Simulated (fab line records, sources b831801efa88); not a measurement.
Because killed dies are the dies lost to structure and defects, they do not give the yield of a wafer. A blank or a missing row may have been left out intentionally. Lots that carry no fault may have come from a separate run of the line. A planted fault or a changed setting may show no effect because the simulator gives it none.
8D (eight disciplines) problem report, filled in by code	flow gf180mcu	the parts of the form that need people (team, actions taken, sign-off) are left out

1. WHAT WENT WRONG
Wafers without a fault read 88.90 s, standard deviation 0.13; runLengthS at GF_POLY_GATE_SOFTBAKE_06 reads a mean of 98.66 s on 6 wafers belonging to 2 lots. Measured from the usual mean, that is +75 standard deviations.
The step: time 60 s.
Earliest sighting: wafer L224.2 on lithoTrack-03 at day 12 07:00. Wafers with a number at this step in the record: 42, from 14 lots. Rule for "out" (also "out of limits"): further than 4 standard deviations from the usual mean. The other wafers with a number count as sound.

2. WHAT THIS IS AND IS NOT
question	is	is not
which readings at this step	runLengthS	resistLineTempC
which lots	L224, L226	L214, L215, L216, L217, L218, L220, L221, L227, L231, L232, L233, L234
which wafers of those lots	all that have a number	-
read on which tools	lithoTrack-03	lithoTrack-02, lithoTrack-04
when	from day 12 07:00	up to then (21 sound wafers); but 15 sound wafers of L227, L231, L232, L233, L234 came after

3. SUSPECTS, AND WHAT RULES EACH OUT
Counting: a tool at a process step up to the reading stays a suspect if it ran every lot that is out and no sound lot after the first of them.
- lithoTrack-03 at GF_POLY_GATE_SOFTBAKE_06 (time 60 s): kept. It ran every lot that is out, first L224 (day 12 07:00), and no sound lot after that; its last sound lot up to then is L218 (day 10 17:00). On those wafers its own readings are out: runLengthS.
After counting, what remains is lithoTrack-03 at GF_POLY_GATE_SOFTBAKE_06.

4. THE CAUSE (what the simulator had put in)
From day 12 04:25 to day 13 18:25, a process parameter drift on lithoTrack-03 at GF_POLY_GATE_SOFTBAKE_06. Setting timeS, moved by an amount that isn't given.
After counting, this tool was the only one left.

5. THE EFFECT CHAIN, in route order
One row per reading whose mean, taken over the struck wafers that have a number, lies over 3 standard deviations from the usual. Scope: only readings with a usual standard deviation given in the record; hours: median across lots of the time from each lot's start at the first step in this table that gives one to its start at this step; sigmas: change in usual standard deviations.
hours	step	reading	usual	on struck wafers	change	sigmas
0	GF_POLY_GATE_SOFTBAKE_06	runLengthS	88.90 s	98.66	+9.76	+75
It contains these process steps:
- GF_POLY_GATE_SOFTBAKE_06: time 60 s.
Later measuring or inspecting steps at which every struck wafer that the step has a row for has a number for every such reading, and none has moved that far: GF_POLY_GATE_OVL_MEAS_11.

6. HOW IT WOULD HAVE BEEN CAUGHT EARLIER
In this record no reading fell out of limits until day 12 07:00, 3 hours after the fault had begun at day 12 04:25.
